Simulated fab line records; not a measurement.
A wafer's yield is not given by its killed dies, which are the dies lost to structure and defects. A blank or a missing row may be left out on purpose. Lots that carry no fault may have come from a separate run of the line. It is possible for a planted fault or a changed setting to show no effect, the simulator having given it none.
Comparing a struck lot with a sound one    flow sky130    43 steps out of a route of 708
Sound: the wafers L963.2, L963.5, L963.6. Struck: wafer L975.5 (L975.3, L975.6, from the same lot, were not struck and are left out); the cause is given at the end.
At each step with rows: each side's tool, then ch and its chambers, then its first start. Under that, the readings that differ: sound wafers    struck wafers    difference of the means    sigmas: that difference in standard deviations of wafers without a fault.
alike: readings whose means differ by less than 2 such deviations, and words and numbers that are the same on both sides. not compared: withheld readings, readings that some wafer has no value for, bounds like >300 that may hide the same value, and numbers for which the record gives no deviation and whose values overlap.
The two part at a step that has a row with sigmas, a row that says differs or no value, or rows on one side only. When numbers do not overlap yet have no deviation, they are printed without sigmas and do not part them. A reading missing from all wafers of one side parts the sides only when that side holds two or more wafers.

SKY_VIA2_CD_MEAS_12: target cd 200 nm.
  struck on cdSem-01, day 40 00:37; sound on cdSem-01, day 36 22:13
reading    sound              struck  difference  sigmas
cdNm (nm)  202.2 201.0 201.3  196.7   -4.8        -3
SKY_VIA2_OVL_MEAS_13:
  struck on overlay-01, day 40 00:43; sound on overlay-02, day 36 22:19
  alike: VIA2_OVL
then, 1 step without rows for these wafers: SKY_VIA2_ETCH_14 (etches BARC in N2/H2, stops on SiO2, time 45.9 s, target depth 60 nm).
SKY_VIA2_ETCH_15: etches SiO2 in C4F8/O2/Ar, stops on TiN, target depth 546 nm, time 84 s.
  sound on rieDiel-03 ch 1,2, day 36 22:24; struck on rieDiel-03 ch 3, day 40 00:47
  alike: oesProductAu
  not compared: rfHoursCounterH
SKY_VIA2_STRIP_16: strips in O2/N2.
  sound on plasmaAsher-04 ch 0,1, day 36 22:28; struck on plasmaAsher-01 ch 1, day 40 00:53
  alike: drypumpMotorCurrentA, oesProductAu, stripTimeToEndpointS
  not compared: rfHoursCounterH
then, 4 steps without rows for these wafers: SKY_VIA2_STRIP_17 (strips in post etch residue remover, time 1200 s); SKY_VIA2_CLEAN_18 (cleans in IPA, time 180 s); SKY_VIA2_CLEAN_19 (cleans in O3/DIW); SKY_VIA2_SPUTTER_20 (material TiN, target thk 20 nm, time 80 s).
SKY_VIA2_CVD_21: deposits W, target thk 420 nm, time 126.4 s.
  sound on cvdW-02 ch 0,1, day 36 23:12; struck on cvdW-01 ch 0, day 40 01:32
reading           sound        struck  difference  sigmas
heaterPowerW (W)  874 934 890  765     -134        -3
SKY_VIA2_RS_MEAS_22: the measuring method here is four-point-probe.
  struck on filmMetro-02, day 40 01:40; sound on filmMetro-02, day 36 23:21
  alike: VIA2_W_RS
SKY_VIA2_THK_MEAS_23: measures by xrf.
  struck on filmMetro-02, day 40 01:46; sound on filmMetro-02, day 36 23:28
  alike: VIA2_W_THK
SKY_VIA2_CMP_24: polishes, stops on SiO2, t overpolish 20 s, target thk 0 nm.
  sound on cmp-02 ch 0,2,3, day 36 23:37; struck on cmp-02 ch 1, day 40 01:48
  alike: motorCurrentA, overpolishRunS, timeToEndpointS
then, 1 step without rows for these wafers: SKY_METAL3_SPUTTER_00 (material Ti, target thk 15 nm, time 10 s).
SKY_METAL3_SPUTTER_01: material TiN, target thk 20 nm, time 16.7 s.
  struck on pvdSputter-03, day 40 02:08; sound on pvdSputter-03, day 36 23:50
  alike: throttleValvePct
then, 4 steps without rows for these wafers: SKY_METAL3_SPUTTER_02 (material AlCu, target thk 735 nm, time 39.1 s); SKY_METAL3_SPUTTER_03 (material Ti, target thk 5 nm, time 3.3 s); SKY_METAL3_SPUTTER_04 (material TiN, target thk 70 nm, time 58.3 s); SKY_CAPM_CVD_00 (deposits SiO2, target thk 15.5 nm).
SKY_CAPM_THK_MEAS_01:
  struck on filmMetro-02, day 40 02:18; sound on filmMetro-02, day 36 23:59
reading               sound           struck  difference  sigmas
CAPM_CVD_00_THK (nm)  15.4 15.2 15.6  16.1    +0.7        +2
SKY_CAPM_SPUTTER_02: material TiN, target thk 200 nm, time 166.7 s.
  struck on pvdSputter-02, day 40 02:20; sound on pvdSputter-02, day 37 00:02
  alike: throttleValvePct
SKY_CAPM_RS_MEAS_03: the measuring method here is four-point-probe.
  struck on filmMetro-04, day 40 02:29; sound on filmMetro-04, day 37 00:10
  alike: CAPM_TIN_RS
SKY_CAPM_THK_MEAS_04: measures by xrf.
  struck on filmMetro-04, day 40 02:35; sound on filmMetro-04, day 37 00:17
  alike: CAPM_TIN_THK
then, 7 steps without rows for these wafers: SKY_CAPM_DEHYDRATE_05 (time 60 s); SKY_CAPM_HMDS_06 (prime time 60 s); SKY_CAPM_COAT_07 (resist thk 1140 nm); SKY_CAPM_SOFTBAKE_08 (time 60 s); SKY_CAPM_EXPOSE_09 (exposes mask CAPM, target cd 1000 nm); SKY_CAPM_PEB_10; SKY_CAPM_DEVELOP_11 (develop time 60 s).
SKY_CAPM_OVL_MEAS_12:
  struck on overlay-02, day 41 01:31; sound on overlay-01, day 38 01:35
  alike: CAPM_OVL
then, 11 steps without rows for these wafers: SKY_CAPM_METAL_ETCH_13 (etches TiN in Cl2/BCl3, stops on SiO2, target depth 220 nm, time 62.9 s); SKY_CAPM_STRIP_14 (strips in O2/N2); SKY_CAPM_STRIP_15 (strips in post etch residue remover, time 1200 s); SKY_CAPM_CLEAN_16 (cleans in IPA, time 180 s); SKY_CAPM_CLEAN_17 (cleans in O3/DIW); SKY_METAL3_DEHYDRATE_05 (time 60 s); SKY_METAL3_HMDS_06 (prime time 60 s); SKY_METAL3_COAT_07 (resist thk 60 nm); SKY_METAL3_COAT_08 (resist thk 1140 nm); SKY_METAL3_SOFTBAKE_09 (time 90 s); SKY_METAL3_EXPOSE_10 (exposes mask MM3, target cd 300 nm).
-- the record jumps here: 8 days lie between the struck wafers' starts before and after (it left off in module METAL3 and takes up again in module PAD_OPEN, whose first step shown is number 708 of the route) --
SKY_PAD_OPEN_PROBE_99:
  struck on prober-01, day 48 16:36; sound on prober-01, day 46 05:17
reading                                sound              struck  difference  sigmas
defectLimitedYield (%)                 79.5 80.9 77.4     59.8    -19.5       -10
killed_at_M0_to_M3                     43 38 58           167     +121        +19
killedAtContacts                       35 24 29           17      -12         -2
killedAtFrontEnd                       19 25 21           7       -15         -3
killedAtOther                          0 1 0              3       +3          +4
killedDies                             101 94 111         198     +96         +10
killedOnRim                            20 21 25           40      +18         +4
killedOpen                             54 44 58           34      -18         -2
killedShort                            46 50 52           23      -26         -4
sort_bin_3_pad_short (%)               1.4 1.2 0.8        2.4     +1.3        +3
sort_bin_5_function (%)                10.8 10.4 13.8     25.4    +13.7       +10
sort_bin_6_memory (%)                  8.3 7.5 7.9        12.4    +4.5        +5
sortNPass                              391 398 381        294     -96         -10
sortYieldPct (%)                       79.5 80.9 77.4     59.8    -19.5       -10
model.etest.tester.sortNPass           391 398 381        294     -96         
model.etest.tester.sortYieldPct (%)    79.47 80.89 77.44  59.76   -19.51      
model.etest.tester.sort_bin_5_pct (%)  10.77 10.37 13.82  25.41   +13.76      
model.etest.tester.sort_bin_6_pct (%)  8.333 7.52 7.927   12.4    +4.5        
model.etest.tester.sort_bin_3_pct (%)  1.423 1.22 0.813   2.439   +1.287      
  alike: killed_at_M4_up

WHERE THEY PART
First at SKY_VIA2_CD_MEAS_12; last, within this record, at SKY_PAD_OPEN_PROBE_99.

WHY: what the simulator had put in
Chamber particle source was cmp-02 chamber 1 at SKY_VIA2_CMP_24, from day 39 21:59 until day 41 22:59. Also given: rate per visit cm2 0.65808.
